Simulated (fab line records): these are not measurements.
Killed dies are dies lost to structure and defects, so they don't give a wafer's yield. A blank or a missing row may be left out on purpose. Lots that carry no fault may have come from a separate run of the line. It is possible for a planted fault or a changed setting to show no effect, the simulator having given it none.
Code-filled problem report in 8D (eight disciplines) form    flow gf180mcu    the parts of the form that need people (team, actions taken, sign-off) are left out

1. WHAT IS WRONG
HV_LDD_2_TW at GF_HV_LDD_TW_MEAS_23 reads a mean of 1132 on 6 wafers of 2 lots; wafers without a fault read 1053 with a standard deviation of 4.7. That puts it +17 standard deviations away from the usual mean.
First observed at day 13 07:50: wafer L856.3, on film_metro-01. The record holds 39 wafers of 13 lots with a number at this step. Rule for "out", or "out of limits": more than 4 standard deviations from the usual mean. All remaining wafers that have a number are taken as sound.

2. WHAT THIS IS AND IS NOT
question                     is                      is not
which readings at this step  HV_LDD_2_TW             -
which lots                   L856, L857              L849, L851, L852, L862, L864, L865, L866, L867, L868, L870, L871
which wafers of those lots   all that have a number  -
read on which gauges         film_metro-01           film_metro-03, film_metro-04
when                         from day 13 07:50       up to then (9 sound wafers); but 24 sound wafers of L862, L864, L865, L866, L867, L868, L870, L871 came after

3. THE SUSPECTS, EACH WITH WHAT RULES IT OUT
Counting: a tool stays on the suspect list if, at a process step up to the reading, it processed all lots that are out and no sound lot following the first of them.
- the gauge at GF_HV_LDD_TW_MEAS_23 has been ruled out. All the wafers that are out were read on film_metro-01, but those of them that GF_HV_LDD_IMPLANT_21 has rows for are out there too, on other tools.
- implanter-04 at GF_HV_LDD_IMPLANT_21: ruled out as a lasting fault. After its first lot that is out, L856 (day 13 07:37), sound lots L867, L870 ran on it.
- plasma_asher-01 at GF_HV_LDD_STRIP_22 (strips in O2/N2): ruled out as a lasting fault. After its first lot that is out, L856 (day 13 07:45), sound lots L862, L865, L870 ran on it.
Left after counting: nothing in the record.

4. THE CAUSE (what the simulator had put in)
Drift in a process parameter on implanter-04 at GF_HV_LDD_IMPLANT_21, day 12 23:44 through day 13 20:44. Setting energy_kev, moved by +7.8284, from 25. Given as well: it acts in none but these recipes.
The count ruled it out by mistake, since the rule takes a fault to strike every lot its tool runs from the start of the fault on, and this one did not do so.

5. THE EFFECT CHAIN, in route order
One row per reading whose mean, taken over the struck wafers that have a number, lies over 3 standard deviations from the usual. Scope: only readings with a usual standard deviation given in the record; hours: median across lots of the time from each lot's start at the first step in this table that gives one to its start at this step; sigmas: change in usual standard deviations.
hours  step                  reading          usual   on struck wafers  change  sigmas
0      GF_HV_LDD_IMPLANT_21  beam_energy_keV  25.000  32.828            +7.828  +99 or more
0      GF_HV_LDD_TW_MEAS_23  HV_LDD_2_TW      1053    1132              +79     +17
It contains these process steps:
- GF_HV_LDD_IMPLANT_21

6. HOW IT WOULD HAVE BEEN CAUGHT EARLIER
8 hours passed between the start of the fault at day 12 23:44 and the first reading out of limits at a measuring or inspecting step in this record, taken at day 13 07:50.
The tool's own readings at GF_HV_LDD_IMPLANT_21 were out on every struck wafer that the step has a row for (beam_energy_keV): an alarm limit on them would have fired on the first of those.
